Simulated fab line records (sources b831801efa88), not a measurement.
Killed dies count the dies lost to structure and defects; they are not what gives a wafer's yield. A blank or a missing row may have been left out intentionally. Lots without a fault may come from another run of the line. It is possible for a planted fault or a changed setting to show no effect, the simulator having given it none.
Chamber matching || flow sky130 || 4 sister chambers for SKY_VIA2_ETCH_15 on rie diel-04
The step etches SiO2 in C4F8/O2/Ar, stops on TiN, target depth 546 nm, time 84 s. 22 wafers are shown with their chamber, then 11 later ones without.

EACH WAFER AND ITS CHAMBER
{"wafer": "L075.4", "chamber": 1, "oes product au (a.u.)": 0.942}
{"wafer": "L075.5", "chamber": 2, "oes product au (a.u.)": 0.940}
{"wafer": "L075.6", "chamber": 1, "oes product au (a.u.)": 0.936}
{"wafer": "L076.2", "chamber": 2, "oes product au (a.u.)": 0.944}
{"wafer": "L076.4", "chamber": 3, "oes product au (a.u.)": 0.932}
{"wafer": "L076.6", "chamber": 3, "oes product au (a.u.)": 0.939}
{"wafer": "L080.1", "chamber": 1, "oes product au (a.u.)": 0.943}
{"wafer": "L080.3", "chamber": 0, "oes product au (a.u.)": 0.942}
{"wafer": "L080.4", "chamber": 3, "oes product au (a.u.)": 0.942}
{"wafer": "L082.1", "chamber": 0, "oes product au (a.u.)": 0.935}
{"wafer": "L082.2", "chamber": 2, "oes product au (a.u.)": 0.932}
{"wafer": "L082.3", "chamber": 1, "oes product au (a.u.)": 0.938}
{"wafer": "L086.2", "chamber": 1, "oes product au (a.u.)": 0.941}
{"wafer": "L086.3", "chamber": 0, "oes product au (a.u.)": 0.934}
{"wafer": "L086.5", "chamber": 0, "oes product au (a.u.)": 0.943}
{"wafer": "L085.1", "chamber": 1, "oes product au (a.u.)": 0.937}
{"wafer": "L085.5", "chamber": 1, "oes product au (a.u.)": 0.940}
{"wafer": "L085.6", "chamber": 2, "oes product au (a.u.)": 0.943}
{"wafer": "L087.1", "chamber": 1, "oes product au (a.u.)": 0.940}
{"wafer": "L087.2", "chamber": 3, "oes product au (a.u.)": 0.947}
{"wafer": "L087.3", "chamber": 0, "oes product au (a.u.)": 0.940}
{"wafer": "L087.4", "chamber": 0, "oes product au (a.u.)": 0.940}

SIGNATURES, as means of the wafers listed above
{"reading": "oes product au", "chamber 0": 0.93900, "chamber 1": 0.93962, "chamber 2": 0.93975, "chamber 3": 0.94000, "scatter within a chamber": 0.00419}
Rule: for each reading, subtract the chamber's mean from the wafer's reading, divide by that reading's scatter and square the result; add these up over the readings and take the root, which gives the wafer's distance from the chamber. The wafer belongs to the nearest chamber; if the next one is less than 2 further off, it can't be placed. The scatter: the root of (the sum of the squares of (reading less its chamber's mean) over the shown wafers, divided by (wafers less chambers)).

WAFERS WITHOUT THEIR CHAMBER
{"wafer": "L087.5", "oes product au (a.u.)": 0.933}
{"wafer": "L087.6", "oes product au (a.u.)": 0.936}
{"wafer": "L092.2", "oes product au (a.u.)": 0.943}
{"wafer": "L092.4", "oes product au (a.u.)": 0.938}
{"wafer": "L092.6", "oes product au (a.u.)": 0.930}
{"wafer": "L097.1", "oes product au (a.u.)": 0.938}
{"wafer": "L097.5", "oes product au (a.u.)": 0.938}
{"wafer": "L097.6", "oes product au (a.u.)": 0.937}
{"wafer": "L096.1", "oes product au (a.u.)": 0.936}
{"wafer": "L096.2", "oes product au (a.u.)": 0.938}
{"wafer": "L096.5", "oes product au (a.u.)": 0.942}

CHAMBER TAKEN BY EACH
{"wafer": "L087.5", "from the rows above": "can't be placed: 0 or 1 or 2 or 3", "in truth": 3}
{"wafer": "L087.6", "from the rows above": "can't be placed: 0 or 1 or 2 or 3", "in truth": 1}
{"wafer": "L092.2", "from the rows above": "can't be placed: 3 or 2 or 1 or 0", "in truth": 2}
{"wafer": "L092.4", "from the rows above": "can't be placed: 0 or 1 or 2 or 3", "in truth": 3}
{"wafer": "L092.6", "from the rows above": "can't be placed: 0 or 1 or 2 or 3", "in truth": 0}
{"wafer": "L097.1", "from the rows above": "can't be placed: 0 or 1 or 2 or 3", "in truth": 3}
{"wafer": "L097.5", "from the rows above": "can't be placed: 0 or 1 or 2 or 3", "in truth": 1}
{"wafer": "L097.6", "from the rows above": "can't be placed: 0 or 1 or 2 or 3", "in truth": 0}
{"wafer": "L096.1", "from the rows above": "can't be placed: 0 or 1 or 2 or 3", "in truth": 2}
{"wafer": "L096.2", "from the rows above": "can't be placed: 0 or 1 or 2 or 3", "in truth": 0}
{"wafer": "L096.5", "from the rows above": "can't be placed: 3 or 2 or 1 or 0", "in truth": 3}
Placed correctly: 0 of 11. Can't be placed from these rows: 11 (the true chamber is among the candidates in 11). Wrongly placed: 0.
